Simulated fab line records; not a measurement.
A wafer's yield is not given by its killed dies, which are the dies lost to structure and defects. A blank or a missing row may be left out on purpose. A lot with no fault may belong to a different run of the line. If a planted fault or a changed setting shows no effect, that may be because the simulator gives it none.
fab line records | flow sky130 | part 1 of 2: steps 1 to 29 of 38
record lots=5 | wafers=15 | last-day=49
route steps=708 shown VIA1@469 METAL2@483
lots untouched by any fault: they come from a run of this same line in which no faults occurred
start-h: start of the lot's first displayed wafer, in hours after the record's first day | wait-h: hours from the lot's prior step to this one | " the same as in the row above | L1.1+2: a row that stands for several wafers | - no value, or no start was given | * or withheld: withheld | < > ~ a bound
route shown NAME@n: a module of which the file shows steps, and the number in the route of the first | usual: mean/standard deviation taken from wafers without a fault | same: alike in all rows | chamber/n: place in a boat | sites: the reading at each site | _std_site: standard deviation across them | _edge_site: outer sites' mean less inner sites' | radius-mm: how far each site lies from the wafer's centre | mask NAME#n: copy n | behind: tool/chamber where the wafer was last shaped | hold: the reason the lot was held/the length of the hold in hours/how it ended | device: transistor that didn't switch, given as n, p or np | end of line: tests of these same wafers at the route's end | a step with no rows: only its recipe | killed: at the first sort, the dies lost to defects and structure; wafer yield is something else | map: the dies of a wafer, with x for killed, . for not killed, _ for no die there
set.NAME: setting as actually run; set.NAME@STEP: the setting as run at that earlier step | model.NAME: the simulator's own value behind a step, which no gauge read
a table for each step, a row for each wafer; lots at some steps of the route
services: the hour from which a tool's chamber was out of use, counted from the record's first day as start-h (under 0 if before that day), plus the number of hours and why
## steps
# step SKY_VIA1_DEVELOP_11
# recipe develop-time-s=60 | resist=KrF-thick | dev-temp-c=21
lot.wafer  | tool           | chamber | start-h | wait-h
L076.3+4+5 | litho-track-04 | 0       | -       | -
L078.2+4+5 | litho-track-04 | 0       | -       | -
L083.3+5+6 | litho-track-04 | 0       | -       | -
L092.1+3+5 | litho-track-03 | 0       | -       | -
L093.3+4+5 | litho-track-01 | 0       | -       | -
# step SKY_VIA1_CD_MEAS_12
# recipe target-cd-nm=150
# usual cd-nm=149.6/1.4
lot.wafer | tool      | chamber | start-h | wait-h | cd-nm
L076.3    | cd-sem-02 | -       | 834.58  | -      | 151.8
L076.4    | "         | -       | "       | "      | 151.5
L076.5    | "         | -       | "       | "      | 149.9
L078.2    | cd-sem-01 | -       | 834.91  | -      | 148.9
L078.4    | "         | -       | "       | "      | 150.2
L078.5    | "         | -       | "       | "      | 149.8
L083.3    | cd-sem-01 | -       | 866.43  | -      | 151.3
L083.5    | "         | -       | "       | "      | 150.8
L083.6    | "         | -       | "       | "      | 148.3
L092.1    | cd-sem-01 | -       | 923.95  | -      | 147.1
L092.3    | "         | -       | "       | "      | 146.5
L092.5    | "         | -       | "       | "      | 148.1
L093.3    | cd-sem-01 | -       | 931.36  | -      | 149.9
L093.4    | "         | -       | "       | "      | 149.6
L093.5    | "         | -       | "       | "      | 149.9
# step SKY_VIA1_OVL_MEAS_13
# usual VIA1_OVL=2/5
lot.wafer | tool       | chamber | start-h | wait-h | VIA1_OVL[nm]
L076.3    | overlay-02 | -       | 834.67  | 0.1    | -4
L076.4    | "          | -       | "       | "      | 5
L076.5    | "          | -       | "       | "      | 2
L078.2    | overlay-02 | -       | 835.01  | 0.1    | 5
L078.4    | "          | -       | "       | "      | 9
L078.5    | "          | -       | "       | "      | -2
L083.3    | overlay-01 | -       | 866.52  | 0.1    | 1
L083.5    | "          | -       | "       | "      | 3
L083.6    | "          | -       | "       | "      | 3
L092.1    | overlay-01 | -       | 924.07  | 0.1    | 7
L092.3    | "          | -       | "       | "      | 12
L092.5    | "          | -       | "       | "      | 4
L093.3    | overlay-02 | -       | 931.45  | 0.1    | 5
L093.4    | "          | -       | "       | "      | 8
L093.5    | "          | -       | "       | "      | 7
# step SKY_VIA1_ETCH_14
# recipe chemistry=N2/H2 | target=BARC | ion-energy-ev=200 | source-w=500 | bias-w=100 | pressure-mtorr=30 | n2-flow-sccm=100 | h2-flow-sccm=200 | stop-on=SiO2 | time-s=45.9 | target-depth-a=600
# usual drypump-motor-current-A=5.6/0.5 | oes-product-au=0.855/0.0048 | throttle-valve-pct=13.226/0.0077
lot.wafer | tool        | chamber | start-h | wait-h | drypump-motor-current-A | oes-product-au | rf-hours-counter-h | throttle-valve-pct
L076.3    | rie-diel-03 | 1       | 834.69  | 0.0    | 5.5                     | 0.849          | 6                  | 13.239
L076.4    | "           | 3       | "       | "      | 6.6                     | 0.857          | 3                  | 13.226
L076.5    | "           | 2       | "       | "      | 5.3                     | 0.857          | -                  | 13.239
L078.2    | rie-diel-04 | 3       | 835.04  | 0.0    | 5.6                     | 0.867          | 11                 | 13.242
L078.4    | "           | 2       | "       | "      | 5.2                     | 0.862          | 21                 | 13.222
L078.5    | "           | 3       | "       | "      | 5.6                     | 0.854          | -                  | 13.229
L083.3    | rie-diel-03 | 1       | 866.54  | 0.0    | 5.5                     | 0.854          | 6                  | 13.227
L083.5    | "           | 1       | "       | "      | 5.5                     | 0.854          | -                  | 13.218
L083.6    | "           | 0       | "       | "      | 5.8                     | 0.855          | -                  | 13.214
L092.1    | rie-diel-02 | 2       | 924.10  | 0.0    | 5.2                     | 0.856          | 24                 | 13.226
L092.3    | "           | 3       | "       | "      | 6.3                     | 0.849          | 14                 | 13.221
L092.5    | "           | 3       | "       | "      | 6.3                     | 0.848          | -                  | 13.234
L093.3    | rie-diel-04 | 0       | 931.48  | 0.0    | 5.1                     | 0.856          | 18                 | 13.221
L093.4    | "           | 2       | "       | "      | 5.2                     | 0.856          | 24                 | 13.227
L093.5    | "           | 2       | "       | "      | 5.2                     | 0.850          | -                  | 13.221
# step SKY_VIA1_ETCH_15
# recipe target=SiO2 | chemistry=C4F8/O2/Ar | target-depth-nm=351 | stop-on=TiN | mask-material=KrF-thick | source-w=1500 | bias-w=1200 | pressure-mtorr=40 | c4f8-flow-sccm=withheld | O2_flow_sccm=6 | Ar_flow_sccm=300 | time-s=54.95
# usual oes-product-au=0.978/0.0061
lot.wafer | tool        | chamber | start-h | wait-h | oes-product-au | rf-hours-counter-h
L076.3    | rie-diel-03 | 1       | 834.74  | 0.0    | 0.986          | 6
L076.4    | "           | 3       | "       | "      | 0.976          | 3
L076.5    | "           | 2       | "       | "      | 0.975          | -
L078.2    | rie-diel-04 | 3       | 835.09  | 0.0    | 0.979          | 11
L078.4    | "           | 2       | "       | "      | 0.971          | 21
L078.5    | "           | 3       | "       | "      | 0.973          | -
L083.3    | rie-diel-03 | 1       | 866.59  | 0.0    | 0.979          | 6
L083.5    | "           | 1       | "       | "      | 0.976          | -
L083.6    | "           | 0       | "       | "      | 0.978          | -
L092.1    | rie-diel-02 | 2       | 924.14  | 0.0    | 0.980          | 24
L092.3    | "           | 3       | "       | "      | 0.975          | 14
L092.5    | "           | 3       | "       | "      | 0.976          | -
L093.3    | rie-diel-04 | 0       | 931.52  | 0.0    | 0.989          | 18
L093.4    | "           | 2       | "       | "      | 0.979          | 24
L093.5    | "           | 2       | "       | "      | 0.968          | -
# step SKY_VIA1_STRIP_16
# recipe chemistry=O2/N2 | power-w=1400 | pressure-mtorr=1500 | platen-temp-c=withheld | o2-flow-sccm=3000 | n2-flow-sccm=300 | overash-fraction=0.5
# usual drypump-motor-current-A=5.6/0.49 | oes-product-au=0.415/0.0046 | strip-time-to-endpoint-s=4.450/0.023
lot.wafer | tool            | chamber | start-h | wait-h | drypump-motor-current-A | oes-product-au | rf-hours-counter-h | strip-time-to-endpoint-s
L076.3    | plasma-asher-02 | 0       | 834.82  | 0.1    | 5.2                     | 0.413          | -                  | 4.421
L076.4    | "               | 1       | "       | "      | 5.2                     | 0.414          | -                  | 4.441
L076.5    | "               | 0       | "       | "      | 5.2                     | 0.417          | -                  | 4.451
L078.2    | plasma-asher-01 | 0       | 835.13  | 0.0    | 5.9                     | 0.417          | 103                | 4.426
L078.4    | "               | 1       | "       | "      | 5.2                     | 0.423          | -                  | 4.460
L078.5    | "               | 1       | "       | "      | 5.2                     | 0.412          | -                  | 4.444
L083.3    | plasma-asher-03 | 1       | 866.67  | 0.1    | 5.9                     | 0.417          | -                  | 4.415
L083.5    | "               | 1       | "       | "      | 5.9                     | 0.413          | -                  | 4.438
L083.6    | "               | 0       | "       | "      | 6.5                     | 0.416          | -                  | 4.459
L092.1    | plasma-asher-01 | 1       | 924.19  | 0.0    | 5.2                     | 0.416          | 112                | 4.485
L092.3    | "               | 0       | "       | "      | 5.9                     | 0.415          | -                  | 4.466
L092.5    | "               | 0       | "       | "      | 5.9                     | 0.418          | -                  | 4.472
L093.3    | plasma-asher-01 | 0       | 931.60  | 0.1    | 5.9                     | 0.414          | -                  | 4.453
L093.4    | "               | 1       | "       | "      | 5.2                     | 0.416          | -                  | 4.472
L093.5    | "               | 0       | "       | "      | 5.8                     | 0.400          | -                  | 4.488
# step SKY_VIA1_STRIP_17
# recipe chemistry=post-etch-residue-remover | time-s=1200 | temp-c=72.5
lot.wafer  | tool         | chamber | start-h | wait-h
L076.3+4+5 | wet-bench-03 | 3       | 834.88  | 0.0
L078.2+4+5 | wet-bench-03 | 2       | 835.23  | 0.1
L083.3+5+6 | wet-bench-01 | 1       | 866.73  | 0.0
L092.1+3+5 | wet-bench-03 | 1       | 924.29  | 0.1
L093.3+4+5 | wet-bench-01 | 0       | 931.67  | 0.0
# step SKY_VIA1_CLEAN_18
# recipe chemistry=IPA | time-s=180 | temp-c=25
lot.wafer  | tool         | chamber | start-h | wait-h
L076.3+4+5 | wet-bench-04 | 1       | 835.22  | 0.0
L078.2+4+5 | wet-bench-01 | 3       | 835.57  | 0.0
L083.3+5+6 | wet-bench-04 | 1       | 867.07  | 0.0
L092.1+3+5 | wet-bench-04 | 1       | 924.63  | 0.0
L093.3+4+5 | wet-bench-04 | 3       | 932.01  | 0.0
# step SKY_VIA1_CLEAN_19
# recipe chemistry=O3/DIW | dry=n2-spin
lot.wafer  | tool         | chamber | start-h | wait-h
L076.3+4+5 | wet-bench-01 | 1       | 835.29  | 0.0
L078.2+4+5 | wet-bench-03 | 0       | 835.63  | 0.0
L083.3+5+6 | wet-bench-03 | 0       | 867.13  | 0.0
L092.1+3+5 | wet-bench-03 | 2       | 924.69  | 0.0
L093.3+4+5 | wet-bench-03 | 3       | 932.07  | 0.0
# step SKY_VIA1_SPUTTER_20
# recipe material=TiN | target-thk-nm=20 | chamber-pressure-pa=5 | power-w=4000 | time-s=80
# usual throttle-valve-pct=29.5/1.6
lot.wafer | tool           | chamber | start-h | wait-h | throttle-valve-pct
L076.3    | pvd-sputter-01 | -       | 835.38  | 0.0    | 32.0
L076.4    | "              | -       | "       | "      | 29.2
L076.5    | "              | -       | "       | "      | 31.8
L078.2    | pvd-sputter-02 | -       | 835.72  | 0.0    | 31.4
L078.4    | "              | -       | "       | "      | 28.7
L078.5    | "              | -       | "       | "      | 30.4
L083.3    | pvd-sputter-02 | -       | 867.22  | 0.0    | 30.2
L083.5    | "              | -       | "       | "      | 30.1
L083.6    | "              | -       | "       | "      | 31.7
L092.1    | pvd-sputter-04 | -       | 924.78  | 0.0    | 28.1
L092.3    | "              | -       | "       | "      | 30.3
L092.5    | "              | -       | "       | "      | 29.0
L093.3    | pvd-sputter-04 | -       | 932.17  | 0.0    | 30.2
L093.4    | "              | -       | "       | "      | 29.0
L093.5    | "              | -       | "       | "      | 29.6
# step SKY_VIA1_CVD_21
# recipe material=W | target-thk-nm=270 | time-s=80.902 | temp-c=400 | pressure-torr=40
# usual heater-power-w=914/57
lot.wafer | tool     | chamber | start-h | wait-h | heater-power-w
L076.3    | cvd-w-02 | 0       | 835.47  | 0.1    | 883
L076.4    | "        | 1       | "       | "      | 1060
L076.5    | "        | 1       | "       | "      | 1038
L078.2    | cvd-w-01 | 0       | 835.79  | 0.0    | 938
L078.4    | "        | 0       | "       | "      | 943
L078.5    | "        | 0       | "       | "      | 915
L083.3    | cvd-w-01 | 1       | 867.32  | 0.1    | 883
L083.5    | "        | 1       | "       | "      | 872
L083.6    | "        | 0       | "       | "      | 945
L092.1    | cvd-w-01 | 1       | 924.84  | 0.0    | 868
L092.3    | "        | 0       | "       | "      | 906
L092.5    | "        | 0       | "       | "      | 919
L093.3    | cvd-w-02 | 1       | 932.26  | 0.1    | 996
L093.4    | "        | 0       | "       | "      | 805
L093.5    | "        | 0       | "       | "      | 813
# step SKY_VIA1_RS_MEAS_22
# recipe thk-meas-gauge=four-point-probe | reads=W_of_VIA1_CVD_21+TiN_of_VIA1_SPUTTER_20
# usual VIA1_W_RS=0.427/0.0054
lot.wafer | tool          | chamber | start-h | wait-h | VIA1_W_RS[ohm/sq]
L076.3    | film-metro-03 | -       | 835.57  | 0.1    | 0.425
L076.4    | "             | -       | "       | "      | 0.421
L076.5    | "             | -       | "       | "      | 0.424
L078.2    | film-metro-02 | -       | 835.90  | 0.1    | 0.422
L078.4    | "             | -       | "       | "      | 0.425
L078.5    | "             | -       | "       | "      | 0.423
L083.3    | film-metro-03 | -       | 867.42  | 0.1    | 0.430
L083.5    | "             | -       | "       | "      | 0.435
L083.6    | "             | -       | "       | "      | 0.426
L092.1    | film-metro-03 | -       | 924.94  | 0.1    | 0.431
L092.3    | "             | -       | "       | "      | 0.425
L092.5    | "             | -       | "       | "      | 0.428
L093.3    | film-metro-03 | -       | 932.36  | 0.1    | 0.428
L093.4    | "             | -       | "       | "      | 0.428
L093.5    | "             | -       | "       | "      | 0.432
# step SKY_VIA1_THK_MEAS_23
# recipe thk-meas-gauge=xrf | reads=W_of_VIA1_CVD_21
# usual VIA1_W_THK=267/3.6
lot.wafer | tool          | chamber | start-h | wait-h | VIA1_W_THK[nm]
L076.3    | film-metro-03 | -       | 835.67  | 0.1    | 268
L076.4    | "             | -       | "       | "      | 270
L076.5    | "             | -       | "       | "      | 268
L078.2    | film-metro-02 | -       | 836.01  | 0.1    | 272
L078.4    | "             | -       | "       | "      | 269
L078.5    | "             | -       | "       | "      | 270
L083.3    | film-metro-03 | -       | 867.52  | 0.1    | 266
L083.5    | "             | -       | "       | "      | 264
L083.6    | "             | -       | "       | "      | 268
L092.1    | film-metro-03 | -       | 925.06  | 0.1    | 266
L092.3    | "             | -       | "       | "      | 271
L092.5    | "             | -       | "       | "      | 269
L093.3    | film-metro-03 | -       | 932.46  | 0.1    | 269
L093.4    | "             | -       | "       | "      | 267
L093.5    | "             | -       | "       | "      | 267
# step SKY_VIA1_CMP_24
# recipe stop-on=SiO2 | t-overpolish-s=15 | down-force-psi=3.5 | platen-rpm=60 | target-thk-nm=0 | pad-velocity-m-s=0.94248
# usual head-pressure-psi=3.501/0.0084 | motor-current-A=10.7/1.4 | overpolish-run-s=15.000/0.01 | time-to-endpoint-s=66/4.5
lot.wafer | tool   | chamber | start-h | wait-h | head-pressure-psi | motor-current-A | overpolish-run-s | time-to-endpoint-s
L076.3    | cmp-01 | 3       | 835.71  | 0.0    | 3.478             | 9.9             | 14.993           | 69
L076.4    | "      | 2       | "       | "      | 3.488             | 12.4            | 15.013           | 70
L076.5    | "      | 0       | "       | "      | 3.503             | 9.2             | 15.010           | 64
L078.4    | cmp-02 | 2       | 836.11  | 0.1    | 3.517             | 12.8            | 14.993           | 68
L078.2    | "      | 0       | "       | "      | 3.504             | 9.7             | 15.016           | 66
L078.5    | "      | 2       | "       | "      | 3.513             | 11.8            | 15.008           | 70
L083.3    | cmp-02 | 3       | 867.66  | 0.1    | 3.501             | 9.8             | 14.999           | 68
L083.5    | "      | 1       | "       | "      | 3.502             | 11.2            | 14.994           | 72
L083.6    | "      | 2       | "       | "      | 3.512             | 12.8            | 14.999           | 68
L092.3    | cmp-02 | 1       | 925.17  | 0.1    | 3.493             | 12.4            | 15.008           | 75
L092.1    | "      | 2       | "       | "      | 3.496             | 13.1            | 14.985           | 71
L092.5    | "      | 1       | "       | "      | 3.497             | 12.1            | 14.988           | 75
L093.3    | cmp-01 | 2       | 932.50  | 0.0    | 3.500             | 12.6            | 15.019           | 66
L093.4    | "      | 1       | "       | "      | 3.495             | 10.5            | 15.004           | 60
L093.5    | "      | 3       | "       | "      | 3.509             | 10.2            | 14.975           | 70
# step SKY_METAL2_SPUTTER_00
# recipe material=Ti | target-thk-nm=15 | power-w=3000 | time-s=10 | chamber-pressure-pa=0.4
# usual throttle-valve-pct=30.1/1.2
lot.wafer | tool           | chamber | start-h | wait-h | throttle-valve-pct
L076.3    | pvd-sputter-01 | -       | 836.01  | 0.2    | 31.8
L076.4    | "              | -       | "       | "      | 29.0
L076.5    | "              | -       | "       | "      | 28.8
L078.2    | pvd-sputter-03 | -       | 836.36  | 0.1    | 30.6
L078.4    | "              | -       | "       | "      | 29.8
L078.5    | "              | -       | "       | "      | 30.2
L083.3    | pvd-sputter-03 | -       | 867.86  | 0.1    | 30.3
L083.5    | "              | -       | "       | "      | 29.9
L083.6    | "              | -       | "       | "      | 30.5
L092.1    | pvd-sputter-03 | -       | 925.42  | 0.1    | 29.9
L092.3    | "              | -       | "       | "      | 31.1
L092.5    | "              | -       | "       | "      | 29.4
L093.3    | pvd-sputter-02 | -       | 932.80  | 0.2    | 28.2
L093.4    | "              | -       | "       | "      | 31.8
L093.5    | "              | -       | "       | "      | 25.7
# step SKY_METAL2_SPUTTER_01
# recipe material=TiN | target-thk-nm=20 | power-w=6500 | time-s=16.7 | chamber-pressure-pa=0.4
# usual throttle-valve-pct=30.1/1.2
lot.wafer | tool           | chamber | start-h | wait-h | throttle-valve-pct
L076.3    | pvd-sputter-01 | -       | 836.04  | 0.0    | 32.1
L076.4    | "              | -       | "       | "      | 28.9
L076.5    | "              | -       | "       | "      | 29.2
L078.2    | pvd-sputter-03 | -       | 836.38  | 0.0    | 30.8
L078.4    | "              | -       | "       | "      | 29.9
L078.5    | "              | -       | "       | "      | 30.1
L083.3    | pvd-sputter-03 | -       | 867.88  | 0.0    | 29.9
L083.5    | "              | -       | "       | "      | 30.1
L083.6    | "              | -       | "       | "      | 30.3
L092.1    | pvd-sputter-03 | -       | 925.44  | 0.0    | 30.0
L092.3    | "              | -       | "       | "      | 31.0
L092.5    | "              | -       | "       | "      | 29.1
L093.3    | pvd-sputter-02 | -       | 932.83  | 0.0    | 28.9
L093.4    | "              | -       | "       | "      | 31.6
L093.5    | "              | -       | "       | "      | 25.8
# step SKY_METAL2_SPUTTER_02
# recipe material=AlCu | target-thk-nm=250 | power-w=10600 | time-s=13.3 | chamber-pressure-pa=0.4
# usual throttle-valve-pct=30.1/1.2
lot.wafer | tool           | chamber | start-h | wait-h | throttle-valve-pct
L076.3    | pvd-sputter-01 | -       | 836.06  | 0.0    | 31.9
L076.4    | "              | -       | "       | "      | 29.2
L076.5    | "              | -       | "       | "      | 28.9
L078.2    | pvd-sputter-03 | -       | 836.41  | 0.0    | 30.8
L078.4    | "              | -       | "       | "      | 30.1
L078.5    | "              | -       | "       | "      | 30.4
L083.3    | pvd-sputter-03 | -       | 867.91  | 0.0    | 30.2
L083.5    | "              | -       | "       | "      | 29.9
L083.6    | "              | -       | "       | "      | 30.3
L092.1    | pvd-sputter-03 | -       | 925.46  | 0.0    | 30.0
L092.3    | "              | -       | "       | "      | 30.8
L092.5    | "              | -       | "       | "      | 29.1
L093.3    | pvd-sputter-02 | -       | 932.85  | 0.0    | 28.8
L093.4    | "              | -       | "       | "      | 31.5
L093.5    | "              | -       | "       | "      | 25.7
# step SKY_METAL2_SPUTTER_03
# recipe material=Ti | target-thk-nm=5 | power-w=3000 | time-s=3.3 | chamber-pressure-pa=0.4
# usual throttle-valve-pct=30.1/1.2
lot.wafer | tool           | chamber | start-h | wait-h | throttle-valve-pct
L076.3    | pvd-sputter-01 | -       | 836.09  | 0.0    | 32.2
L076.4    | "              | -       | "       | "      | 29.1
L076.5    | "              | -       | "       | "      | 29.5
L078.2    | pvd-sputter-03 | -       | 836.43  | 0.0    | 30.7
L078.4    | "              | -       | "       | "      | 30.2
L078.5    | "              | -       | "       | "      | 29.7
L083.3    | pvd-sputter-03 | -       | 867.93  | 0.0    | 30.1
L083.5    | "              | -       | "       | "      | 29.9
L083.6    | "              | -       | "       | "      | 30.3
L092.1    | pvd-sputter-03 | -       | 925.49  | 0.0    | 29.7
L092.3    | "              | -       | "       | "      | 30.8
L092.5    | "              | -       | "       | "      | 29.1
L093.3    | pvd-sputter-02 | -       | 932.88  | 0.0    | 28.6
L093.4    | "              | -       | "       | "      | 31.9
L093.5    | "              | -       | "       | "      | 26.0
# step SKY_METAL2_SPUTTER_04
# recipe material=TiN | target-thk-nm=70 | power-w=6500 | time-s=58.3 | chamber-pressure-pa=0.4
# usual throttle-valve-pct=30.1/1.2
lot.wafer | tool           | chamber | start-h | wait-h | throttle-valve-pct
L076.3    | pvd-sputter-01 | -       | 836.10  | 0.0    | 31.9
L076.4    | "              | -       | "       | "      | 28.9
L076.5    | "              | -       | "       | "      | 29.1
L078.2    | pvd-sputter-03 | -       | 836.45  | 0.0    | 30.8
L078.4    | "              | -       | "       | "      | 29.8
L078.5    | "              | -       | "       | "      | 30.4
L083.3    | pvd-sputter-03 | -       | 867.95  | 0.0    | 30.0
L083.5    | "              | -       | "       | "      | 30.0
L083.6    | "              | -       | "       | "      | 30.3
L092.1    | pvd-sputter-03 | -       | 925.51  | 0.0    | 29.9
L092.3    | "              | -       | "       | "      | 31.0
L092.5    | "              | -       | "       | "      | 29.5
L093.3    | pvd-sputter-02 | -       | 932.90  | 0.0    | 28.7
L093.4    | "              | -       | "       | "      | 31.8
L093.5    | "              | -       | "       | "      | 26.2
# step SKY_METAL2_RS_MEAS_05
# recipe thk-meas-gauge=four-point-probe | reads=TiN_of_METAL2_SPUTTER_04+Ti_of_METAL2_SPUTTER_03+AlCu_of_METAL2_SPUTTER_02+TiN_of_METAL2_SPUTTER_01+Ti_of_METAL2_SPUTTER_00
# usual METAL2_ALCU_RS=0.1273/0.0012
lot.wafer | tool          | chamber | start-h | wait-h | METAL2_ALCU_RS[ohm/sq]
L076.3    | film-metro-03 | -       | 836.19  | 0.1    | 0.1270
L076.4    | "             | -       | "       | "      | 0.1254
L076.5    | "             | -       | "       | "      | 0.1257
L078.2    | film-metro-02 | -       | 836.52  | 0.0    | 0.1270
L078.4    | "             | -       | "       | "      | 0.1274
L078.5    | "             | -       | "       | "      | 0.1265
L083.3    | film-metro-02 | -       | 868.04  | 0.1    | 0.1280
L083.5    | "             | -       | "       | "      | 0.1284
L083.6    | "             | -       | "       | "      | 0.1282
L092.1    | film-metro-02 | -       | 925.56  | 0.0    | 0.1278
L092.3    | "             | -       | "       | "      | 0.1281
L092.5    | "             | -       | "       | "      | 0.1276
L093.3    | film-metro-02 | -       | 932.98  | 0.1    | 0.1266
L093.4    | "             | -       | "       | "      | 0.1269
L093.5    | "             | -       | "       | "      | 0.1275
# step SKY_METAL2_THK_MEAS_06
# recipe thk-meas-gauge=xrf | reads=AlCu_of_METAL2_SPUTTER_02
# usual METAL2_ALCU_THK=251.7/2.6
lot.wafer | tool          | chamber | start-h | wait-h | METAL2_ALCU_THK[nm]
L076.3    | film-metro-03 | -       | 836.29  | 0.1    | 251.5
L076.4    | "             | -       | "       | "      | 255.0
L076.5    | "             | -       | "       | "      | 255.3
L078.2    | film-metro-02 | -       | 836.63  | 0.1    | 251.7
L078.4    | "             | -       | "       | "      | 249.8
L078.5    | "             | -       | "       | "      | 251.6
L083.3    | film-metro-02 | -       | 868.14  | 0.1    | 249.5
L083.5    | "             | -       | "       | "      | 252.1
L083.6    | "             | -       | "       | "      | 250.3
L092.1    | film-metro-02 | -       | 925.68  | 0.1    | 248.7
L092.3    | "             | -       | "       | "      | 247.2
L092.5    | "             | -       | "       | "      | 251.1
L093.3    | film-metro-02 | -       | 933.08  | 0.1    | 252.4
L093.4    | "             | -       | "       | "      | 251.8
L093.5    | "             | -       | "       | "      | 248.3
# step SKY_METAL2_DEHYDRATE_07
# recipe temp-c=200 | time-s=60
lot.wafer  | tool           | chamber | start-h | wait-h
L076.3+4+5 | litho-track-04 | 0       | 848.69  | 12.4
L078.2+4+5 | litho-track-02 | 0       | 848.87  | 12.2
L083.3+5+6 | litho-track-04 | 0       | 880.64  | 12.5
L092.1+3+5 | litho-track-01 | 0       | 936.07  | 10.4
L093.3+4+5 | litho-track-01 | 0       | 944.62  | 11.5
# step SKY_METAL2_HMDS_08
# recipe prime-time-s=60 | prime-temp-c=120
# same prime-time-s=60
lot.wafer  | tool           | chamber | start-h | wait-h
L076.3+4+5 | litho-track-04 | 0       | 848.84  | 0.1
L078.2+4+5 | litho-track-02 | 0       | 849.02  | 0.1
L083.3+5+6 | litho-track-04 | 0       | 880.79  | 0.1
L092.1+3+5 | litho-track-01 | 0       | 936.22  | 0.1
L093.3+4+5 | litho-track-01 | 0       | 944.77  | 0.1
# step SKY_METAL2_COAT_09
# recipe resist=BARC | temp-c=withheld | time-s=withheld | spin-rpm=3000 | resist-thk-nm=60
lot.wafer  | tool           | chamber | start-h | wait-h
L076.3+4+5 | litho-track-04 | 0       | 848.99  | 0.1
L078.2+4+5 | litho-track-02 | 0       | 849.17  | 0.1
L083.3+5+6 | litho-track-04 | 0       | 880.94  | 0.1
L092.1+3+5 | litho-track-01 | 0       | 936.37  | 0.1
L093.3+4+5 | litho-track-01 | 0       | 944.92  | 0.1
# step SKY_METAL2_COAT_10
# recipe resist=KrF-thick | spin-rpm=3000 | resist-thk-nm=450
lot.wafer  | tool           | chamber | start-h | wait-h
L076.3+4+5 | litho-track-04 | 0       | -       | -
L078.2+4+5 | litho-track-02 | 0       | -       | -
L083.3+5+6 | litho-track-04 | 0       | -       | -
L092.1+3+5 | litho-track-01 | 0       | -       | -
L093.3+4+5 | litho-track-01 | 0       | -       | -
# step SKY_METAL2_SOFTBAKE_11
# recipe temp-c=98.82 | time-s=90 | resist=KrF-thick
lot.wafer  | tool           | chamber | start-h | wait-h
L076.3+4+5 | litho-track-04 | 0       | -       | -
L078.2+4+5 | litho-track-02 | 0       | -       | -
L083.3+5+6 | litho-track-04 | 0       | -       | -
L092.1+3+5 | litho-track-01 | 0       | -       | -
L093.3+4+5 | litho-track-01 | 0       | -       | -
# step SKY_METAL2_EXPOSE_12
# recipe mask-id=MM2 | na=0.8 | source-shape=annular | sigma-inner=0.55 | sigma-outer=0.85 | target-cd-nm=140 | dose-mj=28
# usual exposure-dose-mJ-cm2=28.08/0.03 | reticle-temp-C=23.00/0.11
lot.wafer | tool           | chamber | start-h | wait-h | mask  | exposure-dose-mJ-cm2 | reticle-temp-C
L076.3    | krf-scanner-01 | 0       | -       | -      | MM2#0 | 28.10                | 23.02
L076.4    | "              | 0       | "       | "      | MM2#0 | 28.07                | 22.94
L076.5    | "              | 0       | "       | "      | MM2#0 | 28.07                | 22.95
L078.2    | krf-scanner-02 | 0       | -       | -      | MM2#0 | 28.05                | 22.99
L078.4    | "              | 0       | "       | "      | MM2#0 | 28.05                | 22.90
L078.5    | "              | 0       | "       | "      | MM2#0 | 28.05                | 22.88
L083.3    | krf-scanner-02 | 0       | -       | -      | MM2#0 | 28.09                | 23.12
L083.5    | "              | 0       | "       | "      | MM2#0 | 28.12                | 23.13
L083.6    | "              | 0       | "       | "      | MM2#0 | 28.07                | 23.14
L092.1    | krf-scanner-02 | 0       | -       | -      | MM2#0 | 28.09                | 22.99
L092.3    | "              | 0       | "       | "      | MM2#0 | 28.06                | 22.88
L092.5    | "              | 0       | "       | "      | MM2#0 | 28.07                | 23.11
L093.3    | krf-scanner-02 | 0       | -       | -      | MM2#0 | 28.06                | 23.01
L093.4    | "              | 0       | "       | "      | MM2#0 | 28.08                | 23.00
L093.5    | "              | 0       | "       | "      | MM2#0 | 28.05                | 23.09
# step SKY_METAL2_PEB_13
# recipe peb-temp-c=withheld | peb-time-s=withheld | resist=KrF-thick
lot.wafer  | tool           | chamber | start-h | wait-h
L076.3+4+5 | litho-track-04 | 0       | -       | -
L078.2+4+5 | litho-track-02 | 0       | -       | -
L083.3+5+6 | litho-track-02 | 0       | -       | -
L092.1+3+5 | litho-track-02 | 0       | -       | -
L093.3+4+5 | litho-track-04 | 0       | -       | -
# step SKY_METAL2_DEVELOP_14
# recipe develop-time-s=60 | resist=KrF-thick | dev-temp-c=21
lot.wafer  | tool           | chamber | start-h | wait-h
L076.3+4+5 | litho-track-04 | 0       | -       | -
L078.2+4+5 | litho-track-02 | 0       | -       | -
L083.3+5+6 | litho-track-02 | 0       | -       | -
L092.1+3+5 | litho-track-02 | 0       | -       | -
L093.3+4+5 | litho-track-04 | 0       | -       | -
